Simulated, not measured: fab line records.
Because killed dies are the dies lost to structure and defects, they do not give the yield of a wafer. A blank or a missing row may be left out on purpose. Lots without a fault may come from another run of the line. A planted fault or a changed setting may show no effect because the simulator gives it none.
Chamber matching :: flow sky130 :: cmp-01 running SKY_VIA4_CMP_21: 4 sister chambers
The step polishes, stops on SiO2, t overpolish 25 s, target thk 0 nm. 15 wafers are shown with their chamber, then 7 later ones without.

## WAFERS, EACH WITH ITS CHAMBER
wafer: L432.1
chamber: 2
motor_current_A (A): 11.1
time_to_endpoint_s (s): 118
head_pressure_psi (psi): 3.516

wafer: L432.3
chamber: 3
motor_current_A (A): 11.3
time_to_endpoint_s (s): 121
head_pressure_psi (psi): 3.492

wafer: L432.5
chamber: 2
motor_current_A (A): 11.3
time_to_endpoint_s (s): 115
head_pressure_psi (psi): 3.507

wafer: L433.2
chamber: 3
motor_current_A (A): 10.9
time_to_endpoint_s (s): 120
head_pressure_psi (psi): 3.510

wafer: L433.4
chamber: 1
motor_current_A (A): 10.4
time_to_endpoint_s (s): 118
head_pressure_psi (psi): 3.503

wafer: L433.5
chamber: 0
motor_current_A (A): 9.2
time_to_endpoint_s (s): 118
head_pressure_psi (psi): 3.493

wafer: L434.1
chamber: 2
motor_current_A (A): 11.8
time_to_endpoint_s (s): 121
head_pressure_psi (psi): 3.507

wafer: L434.4
chamber: 1
motor_current_A (A): 10.9
time_to_endpoint_s (s): 125
head_pressure_psi (psi): 3.505

wafer: L434.5
chamber: 1
motor_current_A (A): 10.6
time_to_endpoint_s (s): 120
head_pressure_psi (psi): 3.507

wafer: L441.5
chamber: 1
motor_current_A (A): 10.4
time_to_endpoint_s (s): 134
head_pressure_psi (psi): 3.495

wafer: L446.1
chamber: 2
motor_current_A (A): 11.6
time_to_endpoint_s (s): 122
head_pressure_psi (psi): 3.496

wafer: L446.3
chamber: 1
motor_current_A (A): 10.7
time_to_endpoint_s (s): 123
head_pressure_psi (psi): 3.503

wafer: L446.4
chamber: 0
motor_current_A (A): 10.1
time_to_endpoint_s (s): 115
head_pressure_psi (psi): 3.499

wafer: L448.1
chamber: 3
motor_current_A (A): 11.2
time_to_endpoint_s (s): 120
head_pressure_psi (psi): 3.493

wafer: L448.3
chamber: 2
motor_current_A (A): 11.0
time_to_endpoint_s (s): 125
head_pressure_psi (psi): 3.507

SIGNATURES, as means of the wafers listed above
reading: motor_current_A
chamber 0: 9.650
chamber 1: 10.600
chamber 2: 11.360
chamber 3: 11.133
scatter within a chamber: 0.32

reading: time_to_endpoint_s
chamber 0: 116.50
chamber 1: 124.00
chamber 2: 120.20
chamber 3: 120.33
scatter within a chamber: 4.45

reading: head_pressure_psi
chamber 0: 3.49600
chamber 1: 3.50260
chamber 2: 3.50660
chamber 3: 3.49833
scatter within a chamber: 0.00679
Rule: a wafer's distance from a chamber is the root of the sum, over the readings, of the square of ((its reading less the chamber's mean) divided by the reading's scatter). If the next closest chamber is less than 2 further off than the closest, the wafer can't be placed; otherwise it belongs to the closest. The scatter: the root of (the sum of the squares of (reading less its chamber's mean) over the shown wafers, divided by (wafers less chambers)).

## WAFERS WHOSE CHAMBER IS MISSING
wafer: L448.5
motor_current_A (A): 10.7
time_to_endpoint_s (s): 128
head_pressure_psi (psi): 3.510

wafer: L453.1
motor_current_A (A): 11.3
time_to_endpoint_s (s): 120
head_pressure_psi (psi): 3.495

wafer: L453.3
motor_current_A (A): 11.9
time_to_endpoint_s (s): 124
head_pressure_psi (psi): 3.508

wafer: L453.5
motor_current_A (A): 11.8
time_to_endpoint_s (s): 124
head_pressure_psi (psi): 3.500

wafer: L454.1
motor_current_A (A): 10.0
time_to_endpoint_s (s): 121
head_pressure_psi (psi): 3.509

wafer: L454.3
motor_current_A (A): 12.4
time_to_endpoint_s (s): 116
head_pressure_psi (psi): 3.499

wafer: L454.5
motor_current_A (A): 10.9
time_to_endpoint_s (s): 122
head_pressure_psi (psi): 3.496

## WHICH CHAMBER EACH WENT THROUGH
wafer: L448.5
from the rows above: can't be placed: 1 or 2 or 3
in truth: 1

wafer: L453.1
from the rows above: can't be placed: 3 or 2 or 1
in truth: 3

wafer: L453.3
from the rows above: can't be placed: 2 or 3
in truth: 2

wafer: L453.5
from the rows above: can't be placed: 2 or 3 or 1
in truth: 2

wafer: L454.1
from the rows above: can't be placed: 1 or 0 or 3
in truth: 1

wafer: L454.3
from the rows above: can't be placed: 2 or 3
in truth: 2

wafer: L454.5
from the rows above: can't be placed: 3 or 1 or 2
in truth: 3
Correctly placed: 0 of 7. From these rows, 7 cannot be placed; in 7 the true chamber is one of the candidates. Placed wrongly: 0.
